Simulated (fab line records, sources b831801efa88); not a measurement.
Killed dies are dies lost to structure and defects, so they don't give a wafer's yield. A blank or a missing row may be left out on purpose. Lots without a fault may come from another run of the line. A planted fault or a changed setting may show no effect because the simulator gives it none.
One fault seen from 2 desks | flow sky130 | each desk has only its own numbers; what lay behind them comes last

THE METROLOGY DESK
What the gauges read, lot by lot, whatever tool the lot ran on: means of the sampled wafers that have a number. A lot is out of limits, marked OUT, if its mean lies more than 4 standard deviations from the usual mean; the brackets give that distance.
Columns: A = METAL4_OVL at SKY_METAL4_OVL_MEAS_14, usual -2 nm; B = METAL5_ALCU_RS at SKY_METAL5_RS_MEAS_05, usual 0.02707 ohm/sq
lot  | first seen here | A   | B
L670 | day 41 14:44    | -10 | 0.02731
L671 | day 41 18:18    | 1   | 0.02685
L673 | day 42 13:52    | -3  | 0.02696
L675 | day 43 17:47    | -0  | 0.02719
L676 | day 43 18:14    | 1   | 0.02693
L678 | day 44 02:09    | 4   | 0.02724
L677 | day 44 03:19    | -8  | 0.02670
L683 | day 45 22:26    | -0  | 0.02716
L685 | day 46 05:29    | 3   | 0.02713
L686 | day 46 09:12    | 3   | 0.02725
L689 | day 46 19:47    | -6  | 0.02716
L692 | day 47 19:26    | -2  | 0.02671
L693 | day 48 00:02    | -6  | 0.02706
This desk's finding: nothing out of limits on any of the 13 lots.

THE TOOL OWNER'S DESK: rie_metal-03
The tool's own readings at SKY_LOCAL_INTERCONNECT_METAL_ETCH_14 (etches TiN in Cl2/BCl3, stops on PSG, target depth 110 nm, time 31.4 s): means of the sampled wafers that have a number, for each lot that ran on this tool. A lot is out of limits, marked OUT, if its mean lies more than 4 standard deviations from the usual mean; the brackets give that distance.
Columns: A = drypump_motor_current_A at SKY_LOCAL_INTERCONNECT_METAL_ETCH_14, usual 6.2 A; B = oes_product_au at SKY_LOCAL_INTERCONNECT_METAL_ETCH_14, usual 0.943 a.u.; C = throttle_valve_pct at SKY_LOCAL_INTERCONNECT_METAL_ETCH_14, usual 21.901 %
lot  | first seen here | A   | B     | C
L670 | day 30 03:35    | 6.2 | 0.947 | 21.899
L677 | day 33 02:48    | 6.7 | 0.935 | 21.906
L683 | day 35 08:20    | 6.5 | 0.953 | 21.896
L686 | day 35 22:22    | 6.2 | 0.926 | 21.914
This desk's finding: nothing out of limits on any of the 4 lots.

PUT TOGETHER
The metrology desk saw nothing out of limits.
The tool owner's desk saw nothing out of limits.

WHAT THE SIMULATOR HAD PUT IN
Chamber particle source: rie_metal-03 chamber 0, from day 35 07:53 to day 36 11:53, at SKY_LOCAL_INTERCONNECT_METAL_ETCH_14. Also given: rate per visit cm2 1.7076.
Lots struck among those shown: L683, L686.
